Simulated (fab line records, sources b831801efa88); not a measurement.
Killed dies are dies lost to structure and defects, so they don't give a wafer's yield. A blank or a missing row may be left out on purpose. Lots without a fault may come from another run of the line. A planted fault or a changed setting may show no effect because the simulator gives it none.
Chamber matching | flow gf180mcu | GF_STI_ETCH_14 on rie_si-01: 4 sister chambers
The step etches Si in HBr/Cl2/O2, target depth 360 nm, time 102.9 s. 4 wafers are shown with their chamber, then 9 later ones without.

WAFERS WITH THEIR CHAMBER
wafer  | chamber | drypump_motor_current_A (A)
L184.6 | 2       | 5.9
L189.1 | 3       | 5.6
L190.2 | 0       | 5.5
L190.5 | 1       | 6.1

WAFERS WITHOUT THEIR CHAMBER
wafer  | drypump_motor_current_A (A)
L191.2 | 5.5
L191.5 | 5.9
L191.6 | 6.1
L198.2 | 5.6
L198.4 | 5.5
L198.5 | 6.1
L199.1 | 5.6
L199.3 | 6.1
L199.6 | 6.0

WHICH CHAMBER EACH WENT THROUGH
wafer  | from the rows above     | in truth
L191.2 | 0                       | 0
L191.5 | 2                       | 2
L191.6 | 1                       | 1
L198.2 | 3                       | 3
L198.4 | 0                       | 0
L198.5 | 1                       | 1
L199.1 | 3                       | 3
L199.3 | 1                       | 1
L199.6 | can't be placed: 1 or 2 | 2
Placed correctly: 8 of 9. Can't be placed from these rows: 1 (the true chamber is among the candidates in 1). Placed wrongly: 0.
How it was worked out, from the rows above alone: a wafer's distance from a chamber is the root of the sum, over the readings, of the square of ((its reading less the chamber's mean) divided by the reading's scatter). The wafer belongs to the nearest chamber; if the next one is less than 2 further off, it can't be placed. A chamber's mean is the mean of its shown wafers. The scatter: with one shown wafer a chamber, the root of the mean of the squares of how far each hidden wafer lies from its nearest shown one.
